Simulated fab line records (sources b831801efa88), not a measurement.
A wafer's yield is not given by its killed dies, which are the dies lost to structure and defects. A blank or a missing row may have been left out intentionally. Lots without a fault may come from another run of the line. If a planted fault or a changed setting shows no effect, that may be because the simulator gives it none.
Matching of chambers | flow gf180mcu | GF_V3_CVD_02 on pecvd-03 has 3 sister chambers
The step deposits SiO2 from TEOS, target thk 850 nm, time 94.851 s. 14 wafers are shown with their chamber, then 7 later ones without.

EACH WAFER AND ITS CHAMBER
wafer  | chamber | heater-power-outer-w (W) | heater-power-w (W)
L865.2 | 2       | 303                      | 545
L865.3 | 0       | 297                      | 532
L865.6 | 0       | 317                      | 570
L868.2 | 1       | 434                      | 664
L868.3 | 2       | 319                      | 548
L868.4 | 2       | 340                      | 590
L869.2 | 0       | 273                      | 524
L869.4 | 0       | 300                      | 552
L869.5 | 1       | 422                      | 639
L873.1 | 0       | 305                      | 536
L873.3 | 2       | 333                      | 590
L873.6 | 1       | 517                      | 797
L878.3 | 2       | 341                      | 571
L878.5 | 2       | 354                      | 618

SIGNATURES (averages over the wafers above)
reading              | chamber 0 | chamber 1 | chamber 2 | scatter within a chamber
heater-power-outer-w | 298.40    | 457.67    | 331.67    | 27
heater-power-w       | 542.80    | 700.00    | 577.00    | 42.3
Rule: a wafer's distance from a chamber is the root of the sum, over the readings, of the square of ((its reading less the chamber's mean) divided by the reading's scatter). If the next closest chamber is less than 2 further off than the closest, the wafer can't be placed; otherwise it belongs to the closest. How the scatter is found: for the shown wafers, subtract from each reading the mean of its chamber, square and add these, divide the total by (wafers less chambers), then take the root.

WAFERS WITHOUT THEIR CHAMBER
wafer  | heater-power-outer-w (W) | heater-power-w (W)
L878.6 | 227                      | 443
L884.2 | 533                      | 789
L884.4 | 326                      | 580
L884.6 | 346                      | 595
L886.1 | 294                      | 535
L886.3 | 567                      | 809
L886.6 | 344                      | 597

CHAMBER TAKEN BY EACH
wafer  | from the rows above     | in truth
L878.6 | can't be placed: 0 or 2 | 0
L884.2 | 1                       | 1
L884.4 | can't be placed: 2 or 0 | 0
L884.6 | can't be placed: 2 or 0 | 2
L886.1 | can't be placed: 0 or 2 | 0
L886.3 | 1                       | 1
L886.6 | can't be placed: 2 or 0 | 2
Correctly placed: 2 of 7. From these rows, 5 cannot be placed; in 5 the true chamber is one of the candidates. Placed wrongly: 0.
